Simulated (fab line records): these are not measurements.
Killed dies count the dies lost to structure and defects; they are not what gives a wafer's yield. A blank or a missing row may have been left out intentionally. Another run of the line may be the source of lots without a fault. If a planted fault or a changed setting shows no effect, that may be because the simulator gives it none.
A lot that was struck, set against a sound lot ; flow sky130 ; 17 out of 708 route steps
Sound: wafers L496.1, L496.2, L496.3. Struck: wafer L514.6 (L514.2, L514.5, from the same lot, were not struck and are left out); the cause is given at the end.
At each step with rows: each side's tool, then ch and its chambers, then its first start. Under that, the readings that differ: sound wafers ; struck wafers ; difference of the means ; sigmas: that difference in standard deviations of wafers without a fault.
alike: readings with means less than 2 such deviations apart, plus words and numbers identical on both sides. not compared: withheld readings, readings lacking a value on some wafer, bounds such as >300 that could conceal the same value, and numbers that have no deviation in the record and whose values overlap.
Wherever a step has rows on one side only, a row that says differs or no value, or a row with sigmas, the two part there. Numbers that don't overlap but have no deviation are shown without sigmas and don't part them. A reading missing from all wafers of one side parts the sides only when that side holds two or more wafers.

SKY_METAL5_SPUTTER_01: material TiN, target thk 20 nm, time 16.7 s.
  struck on pvd sputter-03, day 47 15:29; sound on pvd sputter-03, day 43 11:37
  alike: cathode dc power W, throttle valve pct
SKY_METAL5_SPUTTER_02: material AlCu, target thk 1150 nm, time 61.2 s.
  struck on pvd sputter-03, day 47 15:30; sound on pvd sputter-03, day 43 11:39
  alike: cathode dc power W, throttle valve pct
SKY_METAL5_SPUTTER_03: material Ti, target thk 5 nm, time 3.3 s.
  struck on pvd sputter-03, day 47 15:33; sound on pvd sputter-03, day 43 11:42
  alike: cathode dc power W, throttle valve pct
SKY_METAL5_SPUTTER_04: material TiN, target thk 70 nm, time 58.3 s.
  struck on pvd sputter-03, day 47 15:34; sound on pvd sputter-03, day 43 11:43
  alike: cathode dc power W, throttle valve pct
SKY_METAL5_RS_MEAS_05: uses a four-point probe to measure.
  struck on film metro-01, day 47 15:38; sound on film metro-01, day 43 11:46
  alike: METAL5_ALCU_RS
SKY_METAL5_THK_MEAS_06: measures by xrf.
  struck on film metro-01, day 47 15:45; sound on film metro-01, day 43 11:53
  alike: METAL5_ALCU_THK
then, 6 steps without rows for these wafers: SKY_METAL5_DEHYDRATE_07 (time 60 s); SKY_METAL5_HMDS_08 (prime time 60 s); SKY_METAL5_COAT_09 (resist thk 1800 nm); SKY_METAL5_SOFTBAKE_10 (time 60 s); SKY_METAL5_EXPOSE_11 (exposes mask MM5, target cd 1600 nm); SKY_METAL5_PEB_12.
SKY_METAL5_DEVELOP_13: develop time 60 s.
  sound on litho track-02 ch 0, day 44 10:05; struck on litho track-03 ch 0, day 48 10:58
  alike: chill plate temp C
SKY_METAL5_DESCUM_14: chemistry O2, time 11 s.
  sound on rie metal-02 ch 0,1, day 44 10:14; struck on rie metal-04 ch 0, day 48 11:05
reading;sound;struck;difference;sigmas
model.METAL5.cd nm (nm);1598 1600 1600;1611;+12;
  alike: drypump motor current A, oes product au, rf fwd power W
  not compared: rf hours counter h
SKY_METAL5_METAL_ETCH_15: etches the open film in Cl2/BCl3, stops on SiO2, target depth 1260 nm, time 252 s.
  sound on rie metal-02 ch 0,1, day 44 10:16; struck on rie metal-04 ch 0, day 48 11:08
  alike: bcl3 flow sccm, drypump motor current A, oes product au, rf fwd power W, throttle valve pct
  not compared: rf hours counter h, model.METAL5.cd nm
SKY_METAL5_STRIP_16: strips in O2/N2.
  sound on plasma asher-03 ch 0,1, day 44 10:30; struck on plasma asher-01 ch 1, day 48 11:22
  alike: drypump motor current A, oes product au, strip time to endpoint s
  not compared: rf hours counter h
SKY_PAD_OPEN_PROBE_99:
  struck on prober-02, day 50 01:22; sound on prober-02, day 46 09:14
  not compared: model.etest.met5.width nm

== WHERE THEY PART ==
Nowhere in this record.

WHY: whatever the simulator had introduced
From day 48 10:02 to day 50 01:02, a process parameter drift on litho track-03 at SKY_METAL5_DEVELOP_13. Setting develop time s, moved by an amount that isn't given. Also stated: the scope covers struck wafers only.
